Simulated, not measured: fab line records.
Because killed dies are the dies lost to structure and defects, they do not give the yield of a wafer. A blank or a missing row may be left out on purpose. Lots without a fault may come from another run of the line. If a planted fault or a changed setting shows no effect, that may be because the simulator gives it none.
Matching of chambers    flow gf180mcu    GF_CONTACT_CMP_27 on cmp-02: 4 sister chambers
The step polishes, stops on SiO2, t overpolish 15 s, target thk 0 nm. 4 wafers are shown with their chamber, then 7 later ones without.

## EACH WAFER AND ITS CHAMBER
wafer   chamber  motorCurrentA (A)
L451.4  0        12.0
L453.5  2        10.5
L455.2  1        11.2
L455.3  3        11.1

## WAFERS MISSING THEIR CHAMBER
wafer   motorCurrentA (A)
L455.5  10.5
L458.1  10.1
L458.2  11.3
L458.6  10.7
L459.2  12.3
L459.3  11.4
L459.5  10.6

## WHICH CHAMBER EACH WENT THROUGH
wafer    from the rows above            in truth
L455.5   2                              2
L458.1   2                              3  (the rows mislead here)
L458.2   can't be placed: 1 or 3        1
L458.6   can't be placed: 2 or 3 or 1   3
L459.2   0                              0
L459.3   can't be placed: 1 or 3 or 0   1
L459.5   can't be placed: 2 or 3        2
Placed correctly: 2 of 7. Cannot be placed on the basis of these rows: 4; the candidates contain the true chamber in 4. Number placed wrongly: 1.
How it was worked out, from the rows above alone: a wafer's distance from a chamber is the root of the sum, over the readings, of the square of ((its reading less the chamber's mean) divided by the reading's scatter). The wafer belongs to the nearest chamber; if the next one is less than 2 further off, it can't be placed. Each chamber's mean is taken over the wafers shown for it. The scatter: with one shown wafer a chamber, the root of the mean of the squares of how far each hidden wafer lies from its nearest shown one.
